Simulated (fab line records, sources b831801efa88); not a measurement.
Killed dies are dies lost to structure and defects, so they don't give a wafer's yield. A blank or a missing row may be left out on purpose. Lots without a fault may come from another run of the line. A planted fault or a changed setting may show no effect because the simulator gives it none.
fab line records | flow sky130
record lots=6 wafers=18 last_day=50
route steps=708 shown LDD_HVN@274 LDD_HVP@278 LDD_LDN@289 PAD_OPEN@708
lots that met no fault: from a run of the same line without faults
start_h: hours from the record's first day to the start of the lot's first wafer shown | wait_h: hours since the lot's step before | " the same as in the row above | L1.1+2: a row that stands for several wafers | - no value, or no start given | * or withheld: withheld | < > ~ a bound
route shown NAME@n: a module of which the file shows steps, and the number in the route of the first | usual: mean/standard deviation of fault-free wafers | same: alike in all rows | chamber/n: place in a boat | sites: the reading at each site | _std_site: their standard deviation | _edge_site: outer sites' mean less inner sites' | radius_mm: how far each site lies from the wafer's centre | mask NAME#n: copy n | behind: the tool/chamber that last shaped the wafer | hold: why the lot was held/for how many hours/how that ended | device: the transistor (n, p or np) that didn't switch | end of line: the same wafers' tests at the end of the route | a step without rows: its recipe alone | killed: dies lost to structure and defects at the first sort, not the wafer's yield | map: a wafer's dies, x killed, . not, _ none there
set.NAME: the setting as run; set.NAME@STEP: as run at that earlier step | model.NAME: the simulator's own value behind a step, which no gauge read
lots at some steps of the route; a table a step, a row a wafer
services: from which hour (start_h, from the record's first day; less than 0 if before it) a tool's chamber was out of use, for how many hours, and why
## steps
# step SKY_LDD_HVN_OVL_MEAS_07
# usual LDD_HVN_OVL=-0.2/1.2
# columns lot.wafer tool chamber start_h wait_h LDD_HVN_OVL[nm]
L190.4 overlay-02 - 517.41 0.1 0.6
L190.5 " - " " 0.7
L190.6 " - " " 1.3
L193.1 overlay-02 - 538.01 0.1 0.3
L193.4 " - " " 0.2
L193.5 " - " " -0.1
L201.2 overlay-02 - 594.40 0.1 0.0
L201.3 " - " " -2.5
L201.6 " - " " -1.3
L204.3 overlay-01 - 622.75 0.1 -0.1
L204.5 " - " " -1.5
L204.6 " - " " -0.8
L205.1 overlay-01 - 628.45 0.1 -0.4
L205.3 " - " " -0.3
L205.4 " - " " 0.6
L206.3 overlay-01 - 640.58 0.1 0.1
L206.5 " - " " 0.7
L206.6 " - " " 0.8
# step SKY_LDD_HVN_IMPLANT_08
# recipe species=P energy_kev=60 dose_cm2=3e+13 tilt_deg=40
# step SKY_LDD_HVN_STRIP_09
# recipe chemistry=O2/N2 power_w=1400 pressure_mtorr=1500 platen_temp_c=withheld o2_flow_sccm=3000 n2_flow_sccm=300 overash_fraction=0.5
# usual drypump_motor_current_A=5.7/0.42 oes_product_au=0.408/0.0043 strip_time_to_endpoint_s=4.133/0.014
# columns lot.wafer tool chamber start_h wait_h drypump_motor_current_A oes_product_au rf_hours_counter_h strip_time_to_endpoint_s
L190.4 plasma_asher-04 1 517.61 0.1 6.4 0.408 - 4.137
L190.5 " 1 " " 6.4 0.397 - 4.128
L190.6 " 0 " " 5.9 0.411 - 4.120
L193.1 plasma_asher-02 0 538.20 0.1 5.7 0.412 69 4.132
L193.4 " 0 " " 5.7 0.394 - 4.118
L193.5 " 1 " " 5.1 0.410 - 4.115
L201.2 plasma_asher-02 1 594.58 0.1 5.1 0.402 75 4.126
L201.3 " 0 " " 5.7 0.409 - 4.127
L201.6 " 0 " " 5.7 0.406 - 4.112
L204.3 plasma_asher-04 0 622.96 0.1 5.9 0.410 - 4.117
L204.5 " 1 " " 6.3 0.412 - 4.126
L204.6 " 0 " " 6.0 0.408 - 4.136
L205.1 plasma_asher-02 0 628.63 0.1 5.6 0.404 78 4.141
L205.3 " 1 " " 5.1 0.404 - 4.144
L205.4 " 0 " " 5.7 0.408 - 4.129
L206.3 plasma_asher-01 1 640.78 0.1 5.7 0.406 - 4.150
L206.5 " 1 " " 5.7 0.409 - 4.152
L206.6 " 0 " " 5.2 0.414 - 4.132
# step SKY_LDD_HVN_TW_MEAS_10
# usual LDD_HVN_TW=1443/17
# columns lot.wafer tool chamber start_h wait_h LDD_HVN_TW
L190.4 film_metro-04 - 517.71 0.1 1454
L190.5 " - " " 1460
L190.6 " - " " 1456
L193.1 film_metro-04 - 538.30 0.1 1462
L193.4 " - " " 1455
L193.5 " - " " 1459
L201.2 film_metro-01 - 594.69 0.1 1419
L201.3 " - " " 1419
L201.6 " - " " 1416
L204.3 film_metro-04 - 623.05 0.1 1460
L204.5 " - " " 1452
L204.6 " - " " 1459
L205.1 film_metro-04 - 628.73 0.1 1455
L205.3 " - " " 1461
L205.4 " - " " 1459
L206.3 film_metro-03 - 640.87 0.1 1455
L206.5 " - " " 1459
L206.6 " - " " 1454
# step SKY_LDD_HVP_DEHYDRATE_00
# recipe temp_c=200 time_s=60
# step SKY_LDD_HVP_HMDS_01
# recipe prime_time_s=60 prime_temp_c=120
# step SKY_LDD_HVP_COAT_02
# recipe resist=NOVOLAK spin_rpm=3000 resist_thk_nm=300
# step SKY_LDD_HVP_SOFTBAKE_03
# recipe temp_c=90 time_s=60 resist=NOVOLAK
# step SKY_LDD_HVP_EXPOSE_04
# recipe mask_id=HVPTM na=0.6 source_shape=conventional sigma_outer=0.6 polarization=unpolarized target_cd_nm=700 dose_mj=86
# step SKY_LDD_HVP_PEB_05
# recipe temp_c=withheld time_s=* resist=NOVOLAK
# step SKY_LDD_HVP_DEVELOP_06
# recipe resist=NOVOLAK developer=TMAH develop_time_s=60 dev_temp_c=23
# step SKY_LDD_HVP_OVL_MEAS_07
# usual LDD_HVP_OVL=-0.6/1.3
# columns lot.wafer tool chamber start_h wait_h LDD_HVP_OVL[nm]
L190.4 overlay-02 - 548.17 0.1 1.1
L190.5 " - " " -0.2
L190.6 " - " " -0.9
L193.1 overlay-01 - 567.85 0.1 0.6
L193.4 " - " " -2.8
L193.5 " - " " -0.9
L201.2 overlay-02 - 623.84 0.1 0.5
L201.3 " - " " -1.7
L201.6 " - " " 0.3
L204.3 overlay-01 - 652.48 0.1 -1.0
L204.5 " - " " 0.0
L204.6 " - " " -0.6
L205.1 overlay-02 - 657.88 0.1 0.7
L205.3 " - " " 1.5
L205.4 " - " " 0.7
L206.3 overlay-01 - 668.91 0.1 1.0
L206.5 " - " " -0.8
L206.6 " - " " 1.2
# step SKY_LDD_HVP_IMPLANT_08
# recipe species=B energy_kev=20 dose_cm2=1.7e+13 tilt_deg=17.9
# usual dose_ions_cm2=1.6999e+13/2e+10 faraday_current_uA=95.6/1.9
# columns lot.wafer tool chamber start_h wait_h dose_ions_cm2 faraday_current_uA
L190.4 implanter-04 0 548.26 0.1 1.6976e+13 95.0
L190.5 " 0 " " 1.696e+13 93.0
L190.6 " 0 " " 1.6975e+13 92.9
L193.1 implanter-03 0 567.88 0.0 1.6977e+13 96.2
L193.4 " 0 " " 1.6998e+13 96.4
L193.5 " 0 " " 1.6984e+13 97.3
L201.2 implanter-03 0 623.89 0.0 1.1056e+13 62.1
L201.3 " 0 " " 1.1055e+13 62.3
L201.6 " 0 " " 1.1086e+13 60.9
L204.3 implanter-03 0 652.55 0.1 1.1092e+13 64.4
L204.5 " 0 " " 1.1083e+13 60.4
L204.6 " 0 " " 1.1069e+13 65.3
L205.1 implanter-02 0 657.92 0.0 1.7014e+13 95.3
L205.3 " 0 " " 1.7022e+13 95.7
L205.4 " 0 " " 1.7015e+13 93.5
L206.3 implanter-02 0 668.99 0.1 1.7013e+13 97.9
L206.5 " 0 " " 1.6989e+13 95.0
L206.6 " 0 " " 1.6992e+13 93.3
# step SKY_LDD_HVP_STRIP_09
# recipe chemistry=O2/N2 power_w=1400 pressure_mtorr=1500 platen_temp_c=withheld o2_flow_sccm=3000 n2_flow_sccm=300 overash_fraction=0.5
# usual drypump_motor_current_A=5.7/0.4 oes_product_au=0.409/0.004 strip_time_to_endpoint_s=4.134/0.015
# columns lot.wafer tool chamber start_h wait_h drypump_motor_current_A oes_product_au rf_hours_counter_h strip_time_to_endpoint_s
L190.4 plasma_asher-02 1 548.37 0.1 5.1 0.400 - 4.133
L190.5 " 1 " " 5.1 0.419 - 4.145
L190.6 " 0 " " 5.7 0.410 - 4.131
L193.1 plasma_asher-02 0 568.03 0.1 5.7 0.417 72 4.154
L193.4 " 1 " " 5.1 0.416 - 4.144
L193.5 " 1 " " 5.1 0.411 - 4.136
L201.2 plasma_asher-02 1 624.02 0.1 5.1 0.408 78 4.118
L201.3 " 0 " " 5.7 0.406 - 4.141
L201.6 " 1 " " 5.1 0.403 - 4.167
L204.3 plasma_asher-03 0 652.68 0.1 5.6 0.411 - 4.151
L204.5 " 0 " " 5.6 0.401 - 4.142
L204.6 " 1 " " 5.7 0.414 - 4.156
L205.1 plasma_asher-04 0 658.07 0.1 5.9 0.406 54 4.140
L205.3 " 1 " " 6.3 0.413 - 4.147
L205.4 " 0 " " 5.9 0.411 - 4.131
L206.3 plasma_asher-02 0 669.12 0.1 5.7 0.412 - 4.136
L206.5 " 0 " " 5.7 0.409 - 4.130
L206.6 " 1 " " 5.1 0.408 - 4.112
# step SKY_LDD_HVP_TW_MEAS_10
# usual LDD_HVP_TW=456/5.1
# columns lot.wafer tool chamber start_h wait_h LDD_HVP_TW
L190.4 film_metro-01 - 548.47 0.1 453
L190.5 " - " " 450
L190.6 " - " " 450
L193.1 film_metro-03 - 568.13 0.1 465
L193.4 " - " " 463
L193.5 " - " " 465
L201.2 film_metro-03 - 624.13 0.1 405
L201.3 " - " " 407
L201.6 " - " " 405
L204.3 film_metro-01 - 652.77 0.1 394
L204.5 " - " " 393
L204.6 " - " " 395
L205.1 film_metro-02 - 658.17 0.1 455
L205.3 " - " " 455
L205.4 " - " " 457
L206.3 film_metro-01 - 669.21 0.1 451
L206.5 " - " " 450
L206.6 " - " " 452
# step SKY_LDD_LDN_DEHYDRATE_00
# recipe temp_c=200 time_s=60
# step SKY_PAD_OPEN_PROBE_99
# usual killed_at_M0_to_M3=44/6.6 killed_at_M4_up=3.0/1.9 killed_at_contacts=24/5.1 killed_at_front_end=16/4.6 killed_at_other=0.3/0.59 killed_dies=88/9.5 killed_on_rim=17/3.7 killed_open=48/6.7 killed_short=40/6.1
# same gross_dies=492 killed_at_back_side=0
# columns lot.wafer tool chamber start_h wait_h killed_at_M0_to_M3 killed_at_M4_up killed_at_contacts killed_at_front_end killed_at_other killed_dies killed_on_rim killed_open killed_short model.etest.tip_p_5v.rs_ohm_sq model.etest.pfet_g5v0d10v5.r_on_ohm_um model.etest.tip_p_5v.rs_ohm_sq_range model.etest.pfet_g5v0d10v5.drive_ua_um model.etest.pfet_g5v0d10v5.off_log10_a_um model.etest.pfet_g5v0d10v5.vt_sat_v
L190.4 prober-01 - 1115.88 0.2 45 3 28 12 0 88 14 52 36 2868 4679 66.73 345.2 -12.62 -0.641
L190.5 prober-01 - 1115.93 0.2 54 5 24 12 1 96 20 49 47 2874 4712 113.7 340.4 -12.96 -0.683
L190.6 prober-01 - 1115.98 0.2 55 4 28 15 0 102 12 45 57 2901 4742 45.97 344.8 -12.88 -0.6767
L193.1 prober-02 - 1133.78 0.1 46 3 25 13 0 87 17 45 42 2860 4681 94.64 351.8 -11.98 -0.5927
L193.4 prober-02 - 1133.93 0.2 42 0 20 14 0 76 12 40 36 2842 4834 66.56 340.3 -12.2 -0.6095
L193.5 prober-02 - 1133.98 0.2 43 5 33 15 0 96 21 56 40 2829 4736 56.58 345.9 -11.93 -0.5759
L201.2 prober-02 - 1167.81 0.1 36 1 14 27 0 78 12 40 37 3919 4880 150.7 330.4 -13.02 -0.6668
L201.3 prober-02 - 1167.86 0.2 36 4 18 22 0 80 16 46 33 3974 4910 117.5 329.3 -13.18 -0.6784
L201.6 prober-02 - 1168.01 0.2 51 1 22 18 1 93 18 50 43 3896 4899 82.02 330.2 -13.06 -0.6885
L204.3 prober-02 - 1180.77 0.2 51 3 32 16 0 102 24 61 40 3971 5031 129.6 320.6 -13.07 -0.6806
L204.5 prober-02 - 1180.87 0.2 48 5 20 21 1 95 20 47 47 3952 4912 99.13 325 -13.26 -0.7035
L204.6 prober-02 - 1180.92 0.2 39 3 26 27 0 95 23 54 41 3943 4965 131 324.4 -13.04 -0.6863
L205.1 prober-02 - 1188.43 0.1 50 2 35 13 0 100 13 57 42 2896 4930 87.51 332.8 -13.02 -0.6852
L205.3 prober-02 - 1188.53 0.2 57 2 11 17 0 87 22 51 35 2920 4844 104 335.8 -12.9 -0.6669
L205.4 prober-02 - 1188.58 0.2 38 3 21 15 1 78 18 45 32 2875 4894 51.93 329.3 -13.23 -0.7095
L206.3 prober-02 - 1194.28 0.2 35 2 24 21 0 82 16 41 41 2837 4725 51.57 346.2 -12.37 -0.6337
L206.5 prober-02 - 1194.38 0.2 40 5 25 20 0 90 13 47 43 2869 4755 77.85 339 -12.59 -0.6349
L206.6 prober-02 - 1194.43 0.2 41 2 24 16 0 83 12 46 37 2852 4670 65.95 345.3 -12.27 -0.6039
# killed by level:class
L190.4 VIA1:geometric_particle:open=11 CONTACT:geometric_particle:open=10 VIA2:geometric_particle:open=8 LI_CONTACT:geometric_particle:open=6 VIA1:geometric_particle:short=5 VIA3:geometric_particle:open=5 LOCAL_INTERCONNECT:geometric_particle:short=4 CONTACT:geometric_particle:short=4
L190.5 VIA1:geometric_particle:open=13 CONTACT:geometric_particle:short=9 VIA1:geometric_particle:short=8 VIA2:geometric_particle:open=8 CONTACT:geometric_particle:open=7 METAL1:geometric_particle:short=6 METAL3:geometric_particle:short=5 VIA3:geometric_particle:open=5
L190.6 METAL1:geometric_particle:short=11 VIA1:geometric_particle:open=11 CONTACT:geometric_particle:short=9 CONTACT:geometric_particle:open=8 FIELD_ISO:geometric_particle:short=6 LI_CONTACT:geometric_particle:open=6 VIA3:geometric_particle:open=6 METAL2:geometric_particle:short=6
L193.1 CONTACT:geometric_particle:open=11 VIA1:geometric_particle:open=9 METAL1:geometric_particle:short=7 VIA3:geometric_particle:open=6 LI_CONTACT:geometric_particle:open=5 VIA1:geometric_particle:short=5 CONTACT:geometric_particle:short=4 LOCAL_INTERCONNECT:geometric_particle:short=4
L193.4 CONTACT:geometric_particle:open=10 VIA3:geometric_particle:open=8 VIA1:geometric_particle:short=8 VIA1:geometric_particle:open=6 FIELD_ISO:geometric_particle:short=4 POLY_GATE:geometric_particle:open=4 LI_CONTACT:geometric_particle:open=4 METAL1:geometric_particle:short=4
L193.5 CONTACT:geometric_particle:open=12 LI_CONTACT:geometric_particle:open=8 LOCAL_INTERCONNECT:geometric_particle:short=8 VIA1:geometric_particle:open=6 METAL2:geometric_particle:open=6 METAL2:geometric_particle:short=6 VIA2:geometric_particle:open=6 FIELD_ISO:geometric_particle:short=4
L201.2 POLY_GATE:geometric_particle:short=8 FIELD_ISO:geometric_particle:open=7 VIA2:geometric_particle:open=7 METAL1:geometric_particle:short=6 VIA1:geometric_particle:open=6 POLY_GATE:geometric_particle:open=5 METAL2:geometric_particle:short=5 VIA3:geometric_particle:open=4
L201.3 VIA1:geometric_particle:open=12 POLY_GATE:geometric_particle:short=9 LI_CONTACT:geometric_particle:open=7 VIA2:geometric_particle:open=7 VIA3:geometric_particle:open=6 CONTACT:geometric_particle:open=6 FIELD_ISO:geometric_particle:open=5 METAL2:geometric_particle:short=5
L201.6 VIA1:geometric_particle:open=14 METAL1:geometric_particle:short=7 POLY_GATE:geometric_particle:open=6 CONTACT:geometric_particle:open=6 CONTACT:geometric_particle:short=6 METAL2:geometric_particle:short=6 VIA2:geometric_particle:short=6 POLY_GATE:geometric_particle:short=5
L204.3 VIA1:geometric_particle:open=12 CONTACT:geometric_particle:open=11 VIA3:geometric_particle:open=9 LI_CONTACT:geometric_particle:open=9 VIA2:geometric_particle:open=9 METAL1:geometric_particle:short=8 POLY_GATE:geometric_particle:short=5 VIA3:geometric_particle:short=5
L204.5 CONTACT:geometric_particle:open=9 VIA2:geometric_particle:short=7 METAL1:geometric_particle:short=7 VIA1:geometric_particle:open=7 POLY_GATE:geometric_particle:short=6 VIA3:geometric_particle:open=6 FIELD_ISO:geometric_particle:short=4 POLY_GATE:geometric_particle:open=4
L204.6 CONTACT:geometric_particle:open=12 VIA1:geometric_particle:open=9 POLY_GATE:geometric_particle:open=8 FIELD_ISO:geometric_particle:short=6 POLY_GATE:geometric_particle:short=6 LI_CONTACT:geometric_particle:open=6 VIA2:geometric_particle:open=5 VIA3:geometric_particle:open=5
L205.1 VIA1:geometric_particle:open=14 CONTACT:geometric_particle:open=13 LI_CONTACT:geometric_particle:open=8 VIA1:geometric_particle:short=8 VIA2:geometric_particle:open=6 FIELD_ISO:geometric_particle:open=5 CONTACT:geometric_particle:short=5 VIA3:geometric_particle:open=4
L205.3 VIA1:geometric_particle:open=16 VIA2:geometric_particle:open=13 VIA3:geometric_particle:open=7 POLY_GATE:geometric_particle:short=5 CONTACT:geometric_particle:short=4 METAL3:geometric_particle:short=4 VIA3:geometric_particle:short=4 FIELD_ISO:geometric_particle:open=3
L205.4 VIA1:geometric_particle:open=9 CONTACT:geometric_particle:open=8 VIA2:geometric_particle:open=8 METAL3:geometric_particle:short=8 LI_CONTACT:geometric_particle:open=6 LOCAL_INTERCONNECT:geometric_particle:short=4 FIELD_ISO:geometric_particle:open=3 VIA2:geometric_particle:short=3
L206.3 VIA1:geometric_particle:open=10 CONTACT:geometric_particle:open=6 LOCAL_INTERCONNECT:geometric_particle:short=6 FIELD_ISO:geometric_particle:open=5 VIA2:geometric_particle:open=5 LI_CONTACT:geometric_particle:open=4 LI_CONTACT:geometric_particle:short=4 METAL1:geometric_particle:short=4
L206.5 VIA1:geometric_particle:open=15 CONTACT:geometric_particle:open=8 POLY_GATE:geometric_particle:short=7 CONTACT:geometric_particle:short=7 METAL2:geometric_particle:short=6 FIELD_ISO:geometric_particle:open=5 LI_CONTACT:geometric_particle:open=5 METAL4:geometric_particle:short=4
L206.6 CONTACT:geometric_particle:open=12 VIA1:geometric_particle:open=12 VIA3:geometric_particle:open=6 POLY_GATE:geometric_particle:open=5 LOCAL_INTERCONNECT:geometric_particle:short=5 VIA1:geometric_particle:short=5 FIELD_ISO:geometric_particle:short=4 FIELD_ISO:geometric_particle:open=4
## services
# columns tool chamber start_h hours kind
plasma_asher-01 - 500.85 1.5 repair
implanter-04 - 511.51 2.4 repair
implanter-03 - 524.65 20.8 pm
implanter-02 - 550.95 106.0 repair
plasma_asher-02 - 563.22 1.2 repair
implanter-04 - 567.46 1.0 repair
plasma_asher-04 - 591.40 2.8 pm
plasma_asher-02 - 602.79 1.9 repair
plasma_asher-01 - 649.92 0.5 repair
## key
first_sign step=SKY_LDD_HVP_IMPLANT_08 reading=dose_ions_cm2 direction=down sigmas=99+ usual=* struck=*
effect step=SKY_LDD_HVP_IMPLANT_08 reading=faraday_current_uA direction=down sigmas=18 usual=95.6 struck=62.6
effect step=SKY_LDD_HVP_TW_MEAS_10 reading=LDD_HVP_TW direction=down sigmas=11 usual=456 struck=400
model_effect step=SKY_PAD_OPEN_PROBE_99 value=etest.tip_p_5v.rs_ohm_sq without=2866 struck=3942
met_at SKY_LDD_HVP_IMPLANT_08
struck_wafers L201.2,L201.3,L201.6,L204.3,L204.5,L204.6
tester_left_out L201,L204
onset_between 567.88 623.89
fault kind=process_parameter_drift tool=implanter-03 chamber=- onset_h=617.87 steps=SKY_LDD_HVP_IMPLANT_08 channel=dose_cm2 offset=* shape=step end_h=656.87 acts_in=* stated=*
# tester_left_out: of these lots the tester's yield and bins aren't shown, on N5 and GAA mostly nor the transistor test; their killed dies are dies lost to structure and defects alone, not to doping, threshold or leakage, so they don't give the yield
